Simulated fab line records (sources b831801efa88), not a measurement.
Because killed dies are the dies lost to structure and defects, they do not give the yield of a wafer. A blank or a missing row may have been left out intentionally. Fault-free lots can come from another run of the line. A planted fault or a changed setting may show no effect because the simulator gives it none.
Matching of chambers | flow gf180mcu | GF_POLY_GATE_ETCH_13 on rie-si-01: 4 sister chambers
The step etches poly-Si in HBr/Cl2, stops on SiO2, target depth 198.5 nm, time 69.6 s. 8 wafers are shown with their chamber, then 9 later ones without.

== WAFERS PAIRED WITH THEIR CHAMBERS ==
wafer  | chamber | drypump-motor-current-A (A) | oes-product-au (a.u.)
L463.2 | 1       | 5.89                        | 1.005
L476.3 | 3       | 6.32                        | 0.983
L476.4 | 1       | 5.94                        | 1.000
L477.1 | 0       | 5.67                        | 0.988
L479.2 | 0       | 5.70                        | 0.985
L481.1 | 2       | 5.98                        | 0.979
L481.5 | 2       | 5.99                        | 0.982
L481.6 | 3       | 6.34                        | 0.981

== WAFERS WITH NO CHAMBER GIVEN ==
wafer  | drypump-motor-current-A (A) | oes-product-au (a.u.)
L482.3 | 5.67                        | 0.994
L482.4 | 5.66                        | 0.983
L482.6 | 5.93                        | 0.981
L484.1 | 5.67                        | 0.983
L484.3 | 5.97                        | 0.983
L484.5 | 5.92                        | 0.981
L485.3 | 5.68                        | 0.989
L485.4 | 6.01                        | 0.994
L485.6 | 5.92                        | 0.983

== CHAMBER TAKEN BY EACH ==
wafer  | from the rows above     | in truth
L482.3 | 0                       | 0
L482.4 | 0                       | 0
L482.6 | 2                       | 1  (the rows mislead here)
L484.1 | 0                       | 0
L484.3 | 2                       | 2
L484.5 | 2                       | 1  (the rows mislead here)
L485.3 | 0                       | 0
L485.4 | can't be placed: 1 or 2 | 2
L485.6 | 2                       | 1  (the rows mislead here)
Correct placement for 5 of the 9. These rows do not allow placing 1 (true chamber among the candidates in 1). Number placed wrongly: 3.
How it was worked out, from the rows above alone: a wafer's distance from a chamber is the root of the sum, over the readings, of the square of ((its reading less the chamber's mean) divided by the reading's scatter). The wafer belongs to the nearest chamber; if the next one is less than 2 further off, it can't be placed. The mean given for a chamber averages the wafers shown for that chamber. The scatter is the square root of a quotient: the sum, over the shown wafers, of each reading's squared deviation from its chamber's mean, divided by wafers minus chambers.
